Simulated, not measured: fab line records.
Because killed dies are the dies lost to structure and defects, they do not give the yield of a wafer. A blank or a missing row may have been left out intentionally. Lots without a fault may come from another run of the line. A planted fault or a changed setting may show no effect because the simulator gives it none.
fab line records	flow gf180mcu
record lots=13	wafers=39	last_day=34
route steps=602 shown VT_IMPLANT@94 V3@434 V4@478 PASSIVATION@599
lots untouched by any fault: they come from a run of this same line in which no faults occurred
start_h: the number of hours between the record's first day and the start of the first shown wafer of the lot	wait_h: hours elapsed since this lot's preceding step	" repeats the value in the row above	L1.1+2: a single row standing in for several wafers	- value missing, or start not given	* or withheld: withheld	< > ~ a bound
route shown NAME@n: a module of which the file shows steps, and the number in the route of the first	usual: mean and standard deviation over wafers with no fault	same: alike in all rows	chamber/n: place in a boat	sites: the reading at each site	_std_site: standard deviation across them	_edge_site: the outer-site mean with the inner-site mean subtracted	radius_mm: how far each site lies from the wafer's centre	mask NAME#n: copy n	behind: the tool/chamber that last shaped the wafer	hold: the reason the lot was held/the length of the hold in hours/how it ended	device: names the non-switching transistor (n, p or np)	end of line: the tests these same wafers got at the end of their route	a step without rows: its recipe alone	killed: the dies lost at the first sort to structure and to defects; this is not the yield of the wafer	map: the dies of a wafer, with x for killed, . for not killed, _ for no die there
set.NAME: the setting as run; set.NAME@STEP: as run at that earlier step	model.NAME: the simulator's own value behind a step, which no gauge read
one table for each step of the route and one row for each wafer, over a sample of lots
services: when a tool's chamber went out of use (start_h, in hours from the record's first day, below 0 if earlier), for how many hours, and the reason
## steps
# step GF_VT_IMPLANT_EXPOSE_04
# recipe mask_id=LVPWELL_LV_AREA	target_cd_nm=600	na=0.6	source_shape=conventional	sigma_outer=0.6	dose_mj=140
# usual exposure_dose_mJ_cm2=139.99/0.14
lot.wafer	tool	chamber	start_h	wait_h	mask	exposure_dose_mJ_cm2
L789.1	iline_stepper-01	0	124.75	-	LVPWELL_LV_AREA#0	139.82
L789.2	"	0	"	"	LVPWELL_LV_AREA#0	140.07
L789.3	"	0	"	"	LVPWELL_LV_AREA#0	140.10
L790.1	iline_stepper-02	0	125.94	-	LVPWELL_LV_AREA#0	139.92
L790.2	"	0	"	"	LVPWELL_LV_AREA#0	139.76
L790.6	"	0	"	"	LVPWELL_LV_AREA#0	139.94
L793.2	iline_stepper-01	0	139.05	-	LVPWELL_LV_AREA#0	140.04
L793.3	"	0	"	"	LVPWELL_LV_AREA#0	139.91
L793.5	"	0	"	"	LVPWELL_LV_AREA#0	139.78
L792.1	iline_stepper-01	0	141.04	-	LVPWELL_LV_AREA#0	139.72
L792.2	"	0	"	"	LVPWELL_LV_AREA#0	139.88
L792.5	"	0	"	"	LVPWELL_LV_AREA#0	139.99
L795.3	iline_stepper-02	0	149.24	-	LVPWELL_LV_AREA#0	139.99
L795.4	"	0	"	"	LVPWELL_LV_AREA#0	140.13
L795.5	"	0	"	"	LVPWELL_LV_AREA#0	139.91
L798.1	iline_stepper-01	0	167.93	-	LVPWELL_LV_AREA#0	139.99
L798.2	"	0	"	"	LVPWELL_LV_AREA#0	139.91
L798.3	"	0	"	"	LVPWELL_LV_AREA#0	139.94
L801.2	iline_stepper-02	0	190.67	-	LVPWELL_LV_AREA#0	139.94
L801.3	"	0	"	"	LVPWELL_LV_AREA#0	140.04
L801.5	"	0	"	"	LVPWELL_LV_AREA#0	139.70
L803.2	iline_stepper-01	0	200.37	-	LVPWELL_LV_AREA#0	137.58
L803.3	"	0	"	"	LVPWELL_LV_AREA#0	137.47
L803.4	"	0	"	"	LVPWELL_LV_AREA#0	137.47
L804.1	iline_stepper-01	0	204.63	-	LVPWELL_LV_AREA#0	137.57
L804.2	"	0	"	"	LVPWELL_LV_AREA#0	137.37
L804.5	"	0	"	"	LVPWELL_LV_AREA#0	137.33
L807.1	iline_stepper-02	0	223.63	-	LVPWELL_LV_AREA#0	140.01
L807.4	"	0	"	"	LVPWELL_LV_AREA#0	139.91
L807.6	"	0	"	"	LVPWELL_LV_AREA#0	139.76
L808.2	iline_stepper-02	0	231.00	-	LVPWELL_LV_AREA#0	139.91
L808.4	"	0	"	"	LVPWELL_LV_AREA#0	139.92
L808.5	"	0	"	"	LVPWELL_LV_AREA#0	140.13
L809.1	iline_stepper-02	0	235.25	-	LVPWELL_LV_AREA#0	140.01
L809.2	"	0	"	"	LVPWELL_LV_AREA#0	139.78
L809.5	"	0	"	"	LVPWELL_LV_AREA#0	139.88
L810.1	iline_stepper-02	0	241.68	-	LVPWELL_LV_AREA#0	140.26
L810.4	"	0	"	"	LVPWELL_LV_AREA#0	140.16
L810.6	"	0	"	"	LVPWELL_LV_AREA#0	140.22
# step GF_V3_BOW_MEAS_05
# recipe mode=bow
# usual V3_BOW=116/8.8
lot.wafer	tool	chamber	start_h	wait_h	V3_BOW[um]
L789.1	film_metro-04	-	519.05	0.1	112
L789.2	"	-	"	"	114
L789.3	"	-	"	"	120
L790.1	film_metro-04	-	523.65	0.1	108
L790.2	"	-	"	"	107
L790.6	"	-	"	"	109
L793.2	film_metro-01	-	537.48	0.2	120
L793.3	"	-	"	"	117
L793.5	"	-	"	"	114
L792.1	film_metro-02	-	540.11	0.2	116
L792.2	"	-	"	"	118
L792.5	"	-	"	"	107
L795.3	film_metro-02	-	554.53	0.2	126
L795.4	"	-	"	"	117
L795.5	"	-	"	"	123
L798.1	film_metro-02	-	574.28	0.2	134
L798.2	"	-	"	"	126
L798.3	"	-	"	"	127
L801.2	film_metro-02	-	604.02	0.2	118
L801.3	"	-	"	"	119
L801.5	"	-	"	"	118
L803.2	film_metro-02	-	618.82	0.2	123
L803.3	"	-	"	"	119
L803.4	"	-	"	"	125
L804.1	film_metro-02	-	628.28	0.1	105
L804.2	"	-	"	"	115
L804.5	"	-	"	"	106
L807.1	film_metro-02	-	650.98	0.1	131
L807.4	"	-	"	"	119
L807.6	"	-	"	"	134
L808.2	film_metro-01	-	661.22	0.1	118
L808.4	"	-	"	"	120
L808.5	"	-	"	"	115
L809.1	film_metro-02	-	662.09	0.2	104
L809.2	"	-	"	"	113
L809.5	"	-	"	"	103
L810.1	film_metro-01	-	668.45	0.1	113
L810.4	"	-	"	"	117
L810.6	"	-	"	"	114
# step GF_V4_CVD_02
# recipe material=SiO2	target_thk_nm=850	precursor=TEOS	temp_c=400	time_s=94.851	rf_w=600
# usual heater_power_w=735/120
lot.wafer	tool	chamber	start_h	wait_h	heater_power_w
L789.1	pecvd-03	1	567.00	0.1	641
L789.2	"	0	"	"	638
L789.3	"	2	"	"	535
L790.1	pecvd-02	2	571.20	0.1	679
L790.2	"	0	"	"	1014
L790.6	"	0	"	"	825
L793.2	pecvd-02	1	584.87	0.0	838
L793.3	"	2	"	"	634
L793.5	"	2	"	"	683
L792.1	pecvd-03	1	586.63	0.1	682
L792.2	"	0	"	"	712
L792.5	"	0	"	"	725
L795.3	pecvd-01	1	601.30	0.0	845
L795.4	"	2	"	"	584
L795.5	"	0	"	"	742
L798.1	pecvd-02	0	620.45	0.1	970
L798.2	"	1	"	"	798
L798.3	"	2	"	"	654
L801.2	pecvd-03	2	648.12	0.0	539
L801.3	"	1	"	"	656
L801.5	"	1	"	"	690
L803.2	pecvd-02	0	662.27	0.0	1003
L803.3	"	1	"	"	808
L803.4	"	0	"	"	819
L804.1	pecvd-02	2	670.35	0.1	575
L804.2	"	0	"	"	968
L804.5	"	0	"	"	799
L807.1	pecvd-03	1	692.38	0.1	665
L807.4	"	0	"	"	683
L807.6	"	1	"	"	539
L808.2	pecvd-03	2	702.75	0.0	561
L808.4	"	0	"	"	778
L808.5	"	1	"	"	540
L809.1	pecvd-02	1	703.13	0.1	836
L809.2	"	0	"	"	840
L809.5	"	0	"	"	931
L810.1	pecvd-03	1	708.75	0.1	596
L810.4	"	0	"	"	723
L810.6	"	2	"	"	636
# step GF_PASSIVATION_STRIP_12
# recipe chemistry=O2/N2	power_w=1400	pressure_mtorr=1500	platen_temp_c=250	o2_flow_sccm=3000	n2_flow_sccm=300	overash_fraction=0.5
# usual drypump_motor_current_A=5.51/0.24	heater_power_w=345/24	oes_product_au=0.719/0.0045	strip_time_to_endpoint_s=33.1/0.38
# same overash_fraction=0.5
lot.wafer	tool	chamber	start_h	wait_h	drypump_motor_current_A	heater_power_w	oes_product_au	rf_hours_counter_h	strip_time_to_endpoint_s
L789.1	plasma_asher-04	0	697.04	0.1	5.50	339	0.721	92	32.9
L789.2	"	1	"	"	5.74	370	0.721	92	32.9
L789.3	"	1	"	"	5.73	370	0.716	-	32.7
L790.1	plasma_asher-01	1	700.04	0.1	5.09	328	0.714	109	33.5
L790.2	"	0	"	"	5.71	367	0.713	109	33.7
L790.6	"	0	"	"	5.72	364	0.714	-	33.5
L793.2	plasma_asher-04	0	712.20	0.1	5.52	342	0.715	93	33.2
L793.3	"	0	"	"	5.52	332	0.717	-	32.8
L793.5	"	1	"	"	5.75	373	0.717	-	32.8
L792.1	plasma_asher-01	1	714.24	0.1	5.07	318	0.718	111	32.4
L792.2	"	0	"	"	5.73	364	0.717	111	32.7
L792.5	"	1	"	"	5.06	326	0.716	-	32.1
L795.3	plasma_asher-01	1	726.45	0.2	5.07	320	0.724	-	33.1
L795.4	"	0	"	"	5.73	358	0.713	-	33.0
L795.5	"	0	"	"	5.71	362	0.721	-	33.1
L798.1	plasma_asher-04	1	741.79	0.1	5.74	368	0.718	97	33.1
L798.2	"	0	"	"	5.53	334	0.717	97	33.4
L798.3	"	0	"	"	5.54	333	0.725	-	32.9
L801.2	plasma_asher-04	0	763.96	0.1	5.50	338	0.727	99	33.4
L801.3	"	1	"	"	5.76	362	0.721	-	33.5
L801.5	"	0	"	"	5.50	329	0.718	-	32.9
L803.2	plasma_asher-04	0	776.01	0.1	5.53	331	0.720	100	32.5
L803.3	"	0	"	"	5.54	340	0.714	-	32.9
L803.4	"	1	"	"	5.75	370	0.722	-	32.5
L804.1	plasma_asher-01	1	782.40	0.1	5.09	342	0.717	4	33.4
L804.2	"	0	"	"	5.74	367	0.720	4	33.5
L804.5	"	1	"	"	5.09	331	0.725	-	33.3
L807.1	plasma_asher-02	1	799.46	0.1	5.41	288	0.721	74	32.9
L807.4	"	1	"	"	5.41	288	0.711	-	32.5
L807.6	"	0	"	"	5.44	362	0.711	-	32.5
L808.2	plasma_asher-02	0	807.75	0.1	5.42	350	0.716	75	33.0
L808.4	"	0	"	"	5.45	354	0.722	-	32.8
L808.5	"	0	"	"	5.43	357	0.720	-	32.4
L809.1	plasma_asher-04	1	808.21	0.1	5.74	360	0.723	104	32.3
L809.2	"	0	"	"	5.52	334	0.715	104	33.5
L809.5	"	0	"	"	5.51	342	0.712	-	33.4
L810.1	plasma_asher-04	1	812.59	0.1	5.71	371	0.723	105	32.5
L810.4	"	1	"	"	5.73	379	0.719	-	33.1
L810.6	"	1	"	"	5.73	365	0.720	-	32.8
## services
tool	chamber	start_h	hours	kind
pecvd-02	-	126.18	2.8	pm
iline_stepper-02	-	126.48	0.6	repair
iline_stepper-02	-	140.89	1.7	pm
pecvd-03	-	160.62	14.0	pm
iline_stepper-01	-	168.28	2.1	pm
plasma_asher-04	-	202.72	25.9	pm
iline_stepper-01	-	215.20	2.4	repair
pecvd-02	-	241.74	1.6	repair
plasma_asher-04	-	247.78	1.4	repair
plasma_asher-04	-	272.04	14.6	pm
plasma_asher-04	-	297.70	4.1	repair
iline_stepper-02	-	359.07	1.7	pm
iline_stepper-02	-	427.71	28.9	pm
plasma_asher-04	-	432.62	13.6	repair
iline_stepper-02	-	480.39	6.8	repair
iline_stepper-02	-	494.51	7.7	repair
iline_stepper-02	-	535.05	2.1	pm
iline_stepper-02	-	578.56	1.7	pm
plasma_asher-04	-	591.21	2.8	pm
plasma_asher-04	-	627.03	3.5	repair
plasma_asher-04	-	629.08	0.4	repair
iline_stepper-02	-	649.52	2.8	repair
iline_stepper-02	-	694.12	8.0	repair
iline_stepper-02	-	795.43	1.7	pm
## key
first_sign step=GF_VT_IMPLANT_EXPOSE_04	reading=exposure_dose_mJ_cm2	direction=down	sigmas=18	usual=139.99	struck=137.47
effect none on later readings
met_at GF_VT_IMPLANT_EXPOSE_04
struck_lots L803,L804
tester_left_out L803,L804
not_acting_at GF_V3_BOW_MEAS_05,GF_V4_CVD_02,GF_PASSIVATION_STRIP_12
onset_between 167.93 200.37
fault kind=process_parameter_drift	tool=iline_stepper-01	chamber=-	onset_h=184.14	steps=GF_VT_IMPLANT_EXPOSE_04	channel=dose_mj	offset=-2.6703	shape=step	acts_in=these_recipes_only	stated=140
# tester_left_out: of these lots the tester's yield and bins aren't shown, on N5 and GAA mostly nor the transistor test; their killed dies are dies lost to structure and defects alone, not to doping, threshold or leakage, so they don't give the yield
